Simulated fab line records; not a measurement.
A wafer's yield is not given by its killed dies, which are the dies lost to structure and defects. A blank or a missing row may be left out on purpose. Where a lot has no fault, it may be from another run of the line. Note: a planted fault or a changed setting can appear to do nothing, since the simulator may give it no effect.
Which tool did it? | flow sky130 | 18 wafers from 6 lots sampled at 3 of the route's 708 steps

## WHAT THE GAUGES SHOWED, per wafer
SKY_LDD_HVP_TW_MEAS_10.
lot  | measured     | on           | LDD_HVP_TW
L740 | day 22 06:50 | filmMetro-02 | 457.2 455.8 458.0
L743 | day 23 08:37 | filmMetro-02 | 458.9 458.2 458.3
L746 | day 24 22:23 | filmMetro-01 | 454.2 454.8 453.0
L748 | day 25 11:00 | filmMetro-02 | 484.7 482.4 486.2
L758 | day 28 21:20 | filmMetro-02 | 461.2 463.2 464.6
L761 | day 29 10:10 | filmMetro-02 | 458.9 458.1 460.7

## WHICH TOOL RAN EACH LOT (tool, then ch and the chambers of the sampled wafers, then the start)
lot  | SKY_POLY_GATE_STRIP_18              | SKY_LDD_HVP_IMPLANT_08
L740 | plasmaAsher-04 ch 0,1, day 17 01:22 | implanter-04 ch 0, day 22 06:35
L743 | plasmaAsher-02 ch 0,1, day 18 02:19 | implanter-04 ch 0, day 23 08:23
L746 | plasmaAsher-01 ch 1, day 19 15:38   | implanter-02 ch 0, day 24 22:08
L748 | plasmaAsher-04 ch 0,1, day 20 07:17 | implanter-04 ch 0, day 25 10:46
L758 | plasmaAsher-04 ch 0,1, day 23 21:30 | implanter-04 ch 0, day 28 21:07
L761 | plasmaAsher-04 ch 0,1, day 24 12:44 | implanter-04 ch 0, day 29 09:55
- SKY_POLY_GATE_STRIP_18: strips in O2/N2.
- SKY_LDD_HVP_IMPLANT_08

## THE ANSWER, worked out from the rows above alone
Rule: usual is defined by the lots themselves. Put in order of their means at a reading, lots are off if they are a third of the lots or fewer, leave a main group of 4 or more, and stand apart from it by a gap of 3 or more times the standard deviation of the main group's means; of several such gaps the widest counts. Not used: any main group whose means are identical at the precision the tables above print for the reading. Also off: a lot with no number at a reading for which 4 or more lots have one. All remaining lots with rows at the step are treated as sound.
Off: L748, at SKY_LDD_HVP_TW_MEAS_10 (LDD_HVP_TW). Mean 458.3 and standard deviation 2.9 in the main group.
If a tool, at a process step before that reading, ran all the lots that are off and no sound lot after the first of them, it fits. Those tools and the gauges at SKY_LDD_HVP_TW_MEAS_10 are tried in the same way. Not one of the candidates tried fits.

## WHAT WAS PUT IN BY THE SIMULATOR
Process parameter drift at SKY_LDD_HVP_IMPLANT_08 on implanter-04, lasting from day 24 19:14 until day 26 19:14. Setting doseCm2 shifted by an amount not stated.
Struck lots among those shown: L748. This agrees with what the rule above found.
